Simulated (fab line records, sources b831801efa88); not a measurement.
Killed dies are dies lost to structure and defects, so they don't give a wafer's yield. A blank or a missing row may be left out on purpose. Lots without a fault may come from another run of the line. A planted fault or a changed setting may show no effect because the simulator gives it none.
Which tool did it? | flow sky130 | 12 lots, 36 wafers sampled, at 1 step of a route of 708

WHAT THE GAUGES READ, wafer by wafer
SKY_VIA2_RS_MEAS_22: measures by four-point-probe.
lot  | measured     | on            | VIA2_W_RS (ohm/sq)
L075 | day 36 23:07 | film_metro-03 | 0.2495 0.2489 0.2554
L077 | day 37 14:29 | film_metro-02 | 0.2567 0.2508 0.2545
L079 | day 38 20:54 | film_metro-02 | 0.2552 0.2532 0.2500
L081 | day 38 21:23 | film_metro-02 | 0.2529 0.2577 0.2567
L083 | day 39 17:40 | film_metro-03 | 0.2516 0.2511 0.2533
L086 | day 40 08:11 | film_metro-02 | 0.2534 0.2529 0.2561
L089 | day 41 04:22 | film_metro-02 | 0.2546 0.2520 0.2498
L087 | day 41 10:33 | film_metro-01 | 0.2562 0.2549 0.2561
L092 | day 42 04:49 | film_metro-03 | 0.2543 0.2622 0.2535
L093 | day 42 11:43 | film_metro-03 | 0.2568 0.2546 0.2558
L095 | day 42 23:50 | film_metro-03 | 0.2549 0.2540 0.2544
L096 | day 43 11:26 | film_metro-01 | 0.2565 0.2565 0.2521

WHICH TOOL RAN EACH LOT (tool, then ch and the chambers of the sampled wafers, then the start)
The record holds no process step before these readings.

THE ANSWER, worked out from the rows above alone
Rule: what is usual is taken from the lots themselves. Put in order of their means at a reading, lots are off if they are a third of the lots or fewer, leave a main group of 4 or more, and stand apart from it by a gap of 3 or more times the standard deviation of the main group's means; of several such gaps the widest counts. A main group whose means are all the same, to the digits that the tables above print for the reading, isn't used. A lot without any number at a reading at which 4 lots or more have one is off too. The other lots that the step has rows for count as sound.
No lot is off at any reading shown: from this, nothing can be told.

WHAT THE SIMULATOR HAD PUT IN
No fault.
